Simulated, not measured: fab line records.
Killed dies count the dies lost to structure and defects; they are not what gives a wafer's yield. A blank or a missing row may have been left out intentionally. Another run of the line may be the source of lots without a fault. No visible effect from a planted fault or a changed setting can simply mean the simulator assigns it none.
Which of the tools did it? + flow sfq_line + 15 lots, 44 wafers sampled, at 3 steps of a route of 325

## WHAT EACH GAUGE READ, for each wafer
The record holds no reading of a measuring or inspecting step that can be judged against a usual standard deviation.

## EACH LOT AND THE TOOL THAT RAN IT (in order: tool; ch and the chambers of the sampled wafers; start)
| lot  | SFQ_TRILAYER_I4_CMP_CMP_100   | SFQ_TRILAYER_I4_METRO_MEASURE_101 | SFQ_TRILAYER_I4_VIA_ETCH_VIA_ETCH_106 |
|------|-------------------------------|-----------------------------------|---------------------------------------|
| L923 | cmp-01 ch 1,2, day 49 04:02   | film_metro-01, day 49 06:39       | rie_diel-02 ch 0,1, day 52 03:22      |
| L924 | cmp-02 ch 2,3, day 50 08:57   | film_metro-02, day 50 11:34       | rie_diel-03 ch 1,2,3, day 53 13:02    |
| L925 | cmp-02 ch 0,1,3, day 50 12:57 | film_metro-02, day 50 14:58       | rie_diel-04 ch 0,3, day 53 16:38      |
| L926 | cmp-01 ch 0,1,3, day 50 13:00 | film_metro-04, day 50 16:01       | rie_diel-03 ch 0,1,3, day 53 19:02    |
| L933 | cmp-01 ch 1,3, day 55 18:28   | film_metro-04, day 55 20:35       | rie_diel-03 ch 0,3, day 56 00:06      |
| L934 | cmp-01 ch 0,1,3, day 55 20:28 | film_metro-04, day 55 23:59       | rie_diel-02 ch 1,2,3, day 56 03:06    |
| L935 | cmp-01 ch 1,2, day 55 23:28   | film_metro-04, day 56 03:11       | rie_diel-03 ch 0,1, day 56 06:06      |
| L936 | cmp-02 ch 0,2,3, day 56 01:37 | film_metro-02, day 56 04:14       | rie_diel-02 ch 0,1,3, day 56 07:46    |
| L937 | cmp-02 ch 0,3, day 56 04:37   | film_metro-02, day 56 07:38       | rie_diel-04 ch 1,2,3, day 56 10:46    |
| L940 | cmp-02 ch 0,1,2, day 56 17:29 | film_metro-04, day 56 20:37       | rie_diel-02 ch 0,2,3, day 61 11:52    |
| L942 | cmp-02 ch 1,2,3, day 59 16:16 | film_metro-02, day 59 18:47       | rie_diel-02 ch 1,2, day 64 09:35      |
| L943 | cmp-02 ch 1,2, day 59 21:16   | film_metro-02, day 60 00:23       | rie_diel-03 ch 1,2, day 64 21:35      |
| L944 | cmp-01 ch 0,2, day 60 09:14   | film_metro-04, day 60 12:33       | rie_diel-04 ch 0,2, day 65 11:59      |
| L945 | cmp-01 ch 0,1,2, day 60 12:14 | film_metro-02, day 60 15:21       | rie_diel-02 ch 0,1,2, day 65 15:35    |
| L946 | cmp-02 ch 0,2, day 64 08:43   | film_metro-01, day 64 11:20       | rie_diel-03 ch 1,2,3, day 69 20:31    |
- SFQ_TRILAYER_I4_CMP_CMP_100: polishes SiO2.
- SFQ_TRILAYER_I4_METRO_MEASURE_101
- SFQ_TRILAYER_I4_VIA_ETCH_VIA_ETCH_106: etches SiO2 in CHF3, stops on Nb, target depth 260 nm.

## WHAT THE TOOLS THEMSELVES READ (means of the sampled wafers that have a number; where no wafer has one, the mark that the record gives instead)
SFQ_TRILAYER_I4_CMP_CMP_100.
| lot  | tool   | motor_current_A (A) | time_to_endpoint_s (s) |
|------|--------|---------------------|------------------------|
| L923 | cmp-01 | 9.3                 | 217                    |
| L924 | cmp-02 | 10.0                | 217                    |
| L925 | cmp-02 | 9.7                 | 220                    |
| L926 | cmp-01 | 10.5                | 212                    |
| L933 | cmp-01 | 10.6                | 224                    |
| L934 | cmp-01 | 10.4                | 225                    |
| L935 | cmp-01 | 9.0                 | 241                    |
| L936 | cmp-02 | 9.7                 | 213                    |
| L937 | cmp-02 | 9.0                 | 216                    |
| L940 | cmp-02 | 9.9                 | 229                    |
| L942 | cmp-02 | 9.8                 | 215                    |
| L943 | cmp-02 | 10.1                | 216                    |
| L944 | cmp-01 | 10.3                | 210                    |
| L945 | cmp-01 | 10.0                | 207                    |
| L946 | cmp-02 | 10.3                | 221                    |

SFQ_TRILAYER_I4_METRO_MEASURE_101.
| lot  | tool          | thk_nm (nm) |
|------|---------------|-------------|
| L923 | film_metro-01 | 199.3       |
| L924 | film_metro-02 | 201.3       |
| L925 | film_metro-02 | 199.8       |
| L926 | film_metro-04 | 200.4       |
| L933 | film_metro-04 | 174.3       |
| L934 | film_metro-04 | 182.9       |
| L935 | film_metro-04 | 166.4       |
| L936 | film_metro-02 | 200.1       |
| L937 | film_metro-02 | 199.8       |
| L940 | film_metro-04 | 199.6       |
| L942 | film_metro-02 | 199.7       |
| L943 | film_metro-02 | 199.5       |
| L944 | film_metro-04 | 199.6       |
| L945 | film_metro-02 | 199.1       |
| L946 | film_metro-01 | 200.4       |

SFQ_TRILAYER_I4_VIA_ETCH_VIA_ETCH_106.
| lot  | tool        | chamber_pressure_mTorr (mTorr) | drypump_motor_current_A (A) | oes_product_au (a.u.) |
|------|-------------|--------------------------------|-----------------------------|-----------------------|
| L923 | rie_diel-02 | 29.997                         | 5.6                         | 0.851                 |
| L924 | rie_diel-03 | 29.989                         | 5.9                         | 0.857                 |
| L925 | rie_diel-04 | 29.990                         | 6.2                         | 0.855                 |
| L926 | rie_diel-03 | 30.004                         | 6.3                         | 0.856                 |
| L933 | rie_diel-03 | 30.008                         | 6.1                         | 0.797                 |
| L934 | rie_diel-02 | 30.009                         | 5.4                         | 0.816                 |
| L935 | rie_diel-03 | 29.988                         | 6.5                         | 0.771                 |
| L936 | rie_diel-02 | 30.018                         | 5.6                         | 0.856                 |
| L937 | rie_diel-04 | 29.983                         | 5.8                         | 0.855                 |
| L940 | rie_diel-02 | 30.002                         | 5.6                         | 0.858                 |
| L942 | rie_diel-02 | 30.033                         | 5.3                         | 0.849                 |
| L943 | rie_diel-03 | 29.984                         | 6.2                         | 0.857                 |
| L944 | rie_diel-04 | 29.993                         | 5.5                         | 0.857                 |
| L945 | rie_diel-02 | 30.004                         | 5.5                         | 0.854                 |
| L946 | rie_diel-03 | 29.990                         | 5.9                         | 0.856                 |

## THE ANSWER, worked out from the rows above alone
Rule: what is usual is taken from the lots themselves. The widest of any qualifying gaps counts: lots, ordered by their means at a reading, are off when they make up no more than a third of the lots, leave a main group of 4 or more, and stand apart from it by 3 or more times the standard deviation of that group's means. Not used: any main group whose means are identical at the precision the tables above print for the reading. A lot without any number at a reading at which 4 lots or more have one is off too. The other lots that the step has rows for count as sound. Order of review: gauges by route order, followed by the tools' own readings, for which a lot's mean as printed above is used. At the first step where some lot is off, the reading lying furthest off is the one used; lots without a number count as furthest.
Off at SFQ_TRILAYER_I4_METRO_MEASURE_101 (thk_nm): L933, L934, L935. Main group: mean 199.9 nm, sd 0.57.
A tool fits if, at that step or a process step before it, it ran every lot that is off, and no sound lot after the first of them. No candidate that was tried fits.

## WHAT THE SIMULATOR PUT IN
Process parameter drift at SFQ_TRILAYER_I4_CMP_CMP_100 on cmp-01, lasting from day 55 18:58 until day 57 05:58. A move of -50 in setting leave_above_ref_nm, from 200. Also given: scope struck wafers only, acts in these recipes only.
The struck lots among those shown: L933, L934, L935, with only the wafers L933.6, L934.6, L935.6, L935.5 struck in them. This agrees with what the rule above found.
